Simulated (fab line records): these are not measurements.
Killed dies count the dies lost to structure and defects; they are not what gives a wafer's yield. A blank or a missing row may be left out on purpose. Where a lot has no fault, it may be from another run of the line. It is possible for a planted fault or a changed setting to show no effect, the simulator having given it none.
Matching of chambers | flow gf180mcu | 4 sister chambers for GF_V4_ETCH_16 on rieDiel-01
The step etches BARC in N2/H2. 7 wafers are shown with their chamber, then 8 later ones without.

WAFERS WITH THEIR CHAMBER
wafer  | chamber | drypumpMotorCurrentA (A) | throttleValvePct (%)
L652.2 | 3       | 5.81                     | 13.229
L661.2 | 3       | 5.77                     | 13.232
L662.6 | 2       | 5.56                     | 13.228
L666.1 | 0       | 5.45                     | 13.215
L666.3 | 2       | 5.54                     | 13.232
L666.4 | 1       | 5.54                     | 13.248
L667.1 | 1       | 5.53                     | 13.227

WAFERS MISSING THEIR CHAMBER
wafer  | drypumpMotorCurrentA (A) | throttleValvePct (%)
L667.2 | 5.53                     | 13.212
L667.3 | 5.44                     | 13.221
L671.3 | 5.82                     | 13.244
L671.4 | 5.52                     | 13.220
L671.6 | 5.79                     | 13.206
L674.1 | 5.57                     | 13.221
L674.2 | 5.50                     | 13.221
L674.5 | 5.48                     | 13.226

EACH ONE'S CHAMBER
wafer  | from the rows above          | in truth
L667.2 | can't be placed: 2 or 1 or 0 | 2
L667.3 | 0                            | 0
L671.3 | 3                            | 3
L671.4 | can't be placed: 2 or 1 or 0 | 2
L671.6 | 3                            | 3
L674.1 | can't be placed: 2 or 1      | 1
L674.2 | can't be placed: 1 or 0 or 2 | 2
L674.5 | can't be placed: 0 or 1 or 2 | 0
3 of 8 placed correctly. These rows do not allow placing 5 (true chamber among the candidates in 5). Wrongly placed: 0.
How it was worked out, from the rows above alone: a wafer's distance from a chamber is the root of the sum, over the readings, of the square of ((its reading less the chamber's mean) divided by the reading's scatter). The wafer belongs to the nearest chamber; if the next one is less than 2 further off, it can't be placed. For every chamber, the mean is computed from those of its wafers that are shown. How the scatter is found: for the shown wafers, subtract from each reading the mean of its chamber, square and add these, divide the total by (wafers less chambers), then take the root.
